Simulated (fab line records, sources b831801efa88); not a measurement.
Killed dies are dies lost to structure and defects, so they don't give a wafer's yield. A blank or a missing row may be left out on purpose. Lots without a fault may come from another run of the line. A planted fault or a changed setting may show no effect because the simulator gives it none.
A struck lot beside a sound one | flow sky130 | 15 steps out of a route of 708
Sound: wafers L100.2, L100.4, L100.6. Struck: wafers L990.4, L990.5. (L990.1 of the same lot was not struck and is left out.) The cause comes at the end.
At each step with rows: each side's tool, then ch and its chambers, then its first start. Under that, the readings that differ: sound wafers | struck wafers | difference of the means | sigmas: that difference in standard deviations of wafers without a fault.
alike: readings whose means differ by less than 2 such deviations, and words and numbers that are the same on both sides. not compared: withheld readings, readings that some wafer has no value for, bounds like >300 that may hide the same value, and numbers for which the record gives no deviation and whose values overlap.
The two part at a step that has a row with sigmas, a row that says differs or no value, or rows on one side only. Numbers that don't overlap but have no deviation are shown without sigmas and don't part them. A reading that every wafer of one side lacks parts them only if that side has two wafers or more.

SKY_METAL1_STRIP_20: strips in O2/N2.
  sound on plasma_asher-04 ch 0,1, day 37 18:15; struck on plasma_asher-01 ch 0,1, day 34 11:00
  alike: drypump_motor_current_A, n2_flow_sccm, oes_product_au, strip_time_to_endpoint_s
  not compared: rf_hours_counter_h
then, 4 steps without rows for these wafers: SKY_METAL1_STRIP_21 (strips in post etch residue remover, time 1200 s); SKY_METAL1_CLEAN_22 (cleans in IPA, time 180 s); SKY_METAL1_CLEAN_23 (cleans in O3/DIW); SKY_VIA1_HDPCVD_00 (deposits SiO2, target thk 1030 nm, time 171.7 s).
SKY_VIA1_THK_MEAS_01:
  sound on film_metro-02, day 37 19:25; struck on film_metro-04, day 34 12:07
  reading              | sound          | struck    | difference | sigmas
  VIA1_HDPCVD_THK (nm) | 1021 1011 1008 | 1036 1035 | +22        | +2
SKY_VIA1_CMP_02: polishes SiO2.
  sound on cmp-01 ch 1,3, day 37 19:28; struck on cmp-02 ch 0,3, day 34 12:16
  alike: motor_current_A
SKY_VIA1_BOW_MEAS_03:
  sound on film_metro-04, day 37 19:47; struck on film_metro-03, day 34 12:29
  alike: VIA1_BOW
then, 4 steps without rows for these wafers: SKY_VIA1_DEHYDRATE_04 (time 60 s); SKY_VIA1_HMDS_05 (prime time 60 s); SKY_VIA1_COAT_06 (resist thk 60 nm); SKY_VIA1_COAT_07 (resist thk 450 nm).
SKY_VIA1_SOFTBAKE_08: time 90 s.
  sound on litho_track-01 ch 0, day 38 07:00; struck on litho_track-04 ch 0, day 35 01:00
  reading                  | sound                | struck        | difference | sigmas
  heater_power_total_W (W) | 57.62 57.39 57.41    | 59.92 59.77   | +2.37      | +20
  run_length_s (s)         | 118.93 118.94 119.02 | 108.54 108.40 | -10.49     | -58
then, 1 step without rows for these wafers: SKY_VIA1_EXPOSE_09 (exposes mask VIM, target cd 150 nm).
-- the record jumps here: 12 days lie between the struck wafers' starts before and after (it left off in module VIA1 and takes up again in module PAD_OPEN, whose first step shown is number 708 of the route) --
SKY_PAD_OPEN_PROBE_99:
  sound on prober-01, day 49 17:46; struck on prober-01, day 47 00:38
  alike: defect_limited_yield, killed_at_M0_to_M3, killed_at_M4_up, killed_at_contacts, killed_at_front_end, killed_at_other, killed_dies, killed_open, killed_short, sort_bin_3_pad_short, sort_bin_5_function, sort_bin_6_memory, sort_n_pass, sort_yield_pct

WHERE THEY PART
First at SKY_VIA1_THK_MEAS_01; last, within this record, at SKY_VIA1_SOFTBAKE_08. Later steps at which nothing parts them and some readings are alike: SKY_PAD_OPEN_PROBE_99.

WHY: what the simulator had put in
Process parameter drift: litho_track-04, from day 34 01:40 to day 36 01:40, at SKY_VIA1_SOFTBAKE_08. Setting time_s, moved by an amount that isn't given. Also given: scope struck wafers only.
